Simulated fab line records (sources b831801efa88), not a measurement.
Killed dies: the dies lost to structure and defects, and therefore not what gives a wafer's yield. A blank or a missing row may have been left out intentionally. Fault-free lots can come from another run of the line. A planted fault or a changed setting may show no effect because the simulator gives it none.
Code-filled problem report in 8D (eight disciplines) form || flow gf180mcu || the parts of the form that need people (team, actions taken, sign-off) are left out

## 1. THE PROBLEM
Mean of oes-product-au at GF_V5_ETCH_17: 0.908 a.u. across 5 wafers in 3 lots; on wafers with no fault it is 0.860 a.u. (standard deviation 0.0041). That puts it +12 standard deviations away from the usual mean.
The step: etches SiO2 in C4F8/O2/Ar, stops on TiN, target depth 855 nm.
The step gives no start for some of these wafers. Wafers with a number at this step in the record: 36, from 13 lots. The rule behind "out" and "out of limits": a value lying over 4 standard deviations away from the usual mean. All remaining wafers that have a number are taken as sound.

## 2. WHAT IT IS; WHAT IT IS NOT
{"question": "which readings at this step", "is": "oes-product-au", "is not": "bias-w, chamber-pressure-mTorr"}
{"question": "which lots", "is": "L665, L667, L669", "is not": "L659, L660, L661, L662, L663, L664, L678, L679, L680, L682"}
{"question": "which wafers of those lots", "is": "L665.3, L665.6, L667.3, L667.6, L669.3", "is not": "L669.5"}
{"question": "read on which tools", "is": "rie-diel-01, rie-diel-02", "is not": "rie-diel-03"}

## 3. THE SUSPECTS, EACH WITH WHAT RULES IT OUT
Counting: if a tool at a process step up to the reading ran every lot that is out, it stays a suspect. Sound lots after the first of them don't rule it out here, since some wafers of a struck lot are sound.
- cmp-02 at GF_V5_CMP_04 (polishes SiO2): kept. It ran every lot that is out, first L665 (day 28 07:32); its last sound lot up to then is L664 (day 28 02:52).
Remaining after the count: cmp-02 at GF_V5_CMP_04.

## 4. THE CAUSE (what the simulator had put in)
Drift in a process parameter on cmp-02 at GF_V5_CMP_04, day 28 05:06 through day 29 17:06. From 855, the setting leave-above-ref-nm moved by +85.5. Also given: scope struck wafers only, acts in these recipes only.
Counting left only this tool.

## 5. THE CHAIN OF EFFECTS, in route order
One row per reading whose mean, taken over the struck wafers that have a number, lies over 3 standard deviations from the usual. Readings are gone through only where the record gives a usual standard deviation; hours: the median, over the lots, of the time from a lot's start at the first step in this table giving one to that lot's start at this step; sigmas: the change measured in usual standard deviations.
{"hours": "-", "step": "GF_V5_ETCH_17", "reading": "oes-product-au", "usual": "0.860 a.u.", "on struck wafers": 0.908, "change": "+0.048", "sigmas": "+12"}
Process steps it contains:
- GF_V5_ETCH_17: etches SiO2 in C4F8/O2/Ar, stops on TiN, target depth 855 nm.

## 6. WHAT WOULD HAVE CAUGHT IT SOONER
Of the tool readings at GF_V5_CMP_04 for which the record gives a usual standard deviation, none was out on any struck wafer, so an alarm limit of 4 standard deviations on them would not have fired.
